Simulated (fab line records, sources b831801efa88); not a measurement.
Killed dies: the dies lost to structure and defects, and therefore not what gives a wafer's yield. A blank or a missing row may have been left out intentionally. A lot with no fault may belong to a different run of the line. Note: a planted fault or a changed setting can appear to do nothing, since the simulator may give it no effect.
Matching of chambers :: flow sky130 :: rie-diel-04 running SKY_POLY_CUT_ETCH_10: 4 sister chambers
The step etches BARC in N2/H2, stops on SiO2, time 45.9 s, target depth 60 nm. 14 wafers are shown with their chamber, then 7 later ones without.

## WAFERS PAIRED WITH THEIR CHAMBERS
wafer: L078.1
chamber: 1
oes-product-au (a.u.): 0.856
n2-flow-sccm (sccm): 100.00
throttle-valve-pct (%): 13.206

wafer: L078.4
chamber: 2
oes-product-au (a.u.): 0.853
n2-flow-sccm (sccm): 100.18
throttle-valve-pct (%): 13.221

wafer: L078.5
chamber: 1
oes-product-au (a.u.): 0.862
n2-flow-sccm (sccm): 100.05
throttle-valve-pct (%): 13.236

wafer: L079.1
chamber: 1
oes-product-au (a.u.): 0.863
n2-flow-sccm (sccm): 99.79
throttle-valve-pct (%): 13.222

wafer: L079.4
chamber: 0
oes-product-au (a.u.): 0.854
n2-flow-sccm (sccm): 100.09
throttle-valve-pct (%): 13.218

wafer: L079.5
chamber: 2
oes-product-au (a.u.): 0.858
n2-flow-sccm (sccm): 99.67
throttle-valve-pct (%): 13.233

wafer: L081.1
chamber: 0
oes-product-au (a.u.): 0.852
n2-flow-sccm (sccm): 99.97
throttle-valve-pct (%): 13.242

wafer: L081.2
chamber: 3
oes-product-au (a.u.): 0.851
n2-flow-sccm (sccm): 100.20
throttle-valve-pct (%): 13.226

wafer: L081.3
chamber: 2
oes-product-au (a.u.): 0.857
n2-flow-sccm (sccm): 99.52
throttle-valve-pct (%): 13.236

wafer: L082.1
chamber: 1
oes-product-au (a.u.): 0.857
n2-flow-sccm (sccm): 99.79
throttle-valve-pct (%): 13.227

wafer: L082.3
chamber: 0
oes-product-au (a.u.): 0.854
n2-flow-sccm (sccm): 100.58
throttle-valve-pct (%): 13.220

wafer: L082.6
chamber: 1
oes-product-au (a.u.): 0.856
n2-flow-sccm (sccm): 100.06
throttle-valve-pct (%): 13.225

wafer: L090.1
chamber: 2
oes-product-au (a.u.): 0.853
n2-flow-sccm (sccm): 99.65
throttle-valve-pct (%): 13.225

wafer: L090.3
chamber: 0
oes-product-au (a.u.): 0.856
n2-flow-sccm (sccm): 99.99
throttle-valve-pct (%): 13.223

SIGNATURES (means of the wafers above)
reading: oes-product-au
chamber 0: 0.85400
chamber 1: 0.85880
chamber 2: 0.85525
chamber 3: 0.85100
scatter within a chamber: 0.00275

reading: n2-flow-sccm
chamber 0: 100.1575
chamber 1: 99.9380
chamber 2: 99.7550
chamber 3: 100.2000
scatter within a chamber: 0.24

reading: throttle-valve-pct
chamber 0: 13.22575
chamber 1: 13.22320
chamber 2: 13.22875
chamber 3: 13.22600
scatter within a chamber: 0.00994
Rule: distance of a wafer from a chamber = root of the sum over the readings of ((wafer's reading minus chamber's mean) / reading's scatter) squared. The wafer belongs to the nearest chamber; if the next one is less than 2 further off, it can't be placed. The scatter: the root of (the sum of the squares of (reading less its chamber's mean) over the shown wafers, divided by (wafers less chambers)).

## WAFERS WITHOUT THEIR CHAMBER
wafer: L090.6
oes-product-au (a.u.): 0.856
n2-flow-sccm (sccm): 100.25
throttle-valve-pct (%): 13.222

wafer: L092.2
oes-product-au (a.u.): 0.852
n2-flow-sccm (sccm): 100.03
throttle-valve-pct (%): 13.236

wafer: L092.3
oes-product-au (a.u.): 0.862
n2-flow-sccm (sccm): 100.45
throttle-valve-pct (%): 13.240

wafer: L092.5
oes-product-au (a.u.): 0.853
n2-flow-sccm (sccm): 100.31
throttle-valve-pct (%): 13.229

wafer: L096.1
oes-product-au (a.u.): 0.855
n2-flow-sccm (sccm): 100.07
throttle-valve-pct (%): 13.229

wafer: L096.4
oes-product-au (a.u.): 0.862
n2-flow-sccm (sccm): 100.11
throttle-valve-pct (%): 13.220

wafer: L096.5
oes-product-au (a.u.): 0.846
n2-flow-sccm (sccm): 99.33
throttle-valve-pct (%): 13.234

## WHICH CHAMBER EACH WENT THROUGH
wafer: L090.6
from the rows above: can't be placed: 0 or 1 or 3 or 2
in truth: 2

wafer: L092.2
from the rows above: can't be placed: 3 or 0 or 2 or 1
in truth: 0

wafer: L092.3
from the rows above: can't be placed: 1 or 0 or 2 or 3
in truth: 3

wafer: L092.5
from the rows above: can't be placed: 0 or 3 or 2 or 1
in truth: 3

wafer: L096.1
from the rows above: can't be placed: 0 or 2 or 3 or 1
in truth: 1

wafer: L096.4
from the rows above: can't be placed: 1 or 0 or 2
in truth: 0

wafer: L096.5
from the rows above: can't be placed: 2 or 3 or 0 or 1
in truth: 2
Correctly placed: 0 of 7. Unplaceable from these rows: 7, with the true chamber sitting among the candidates in 7. 0 placed wrongly.
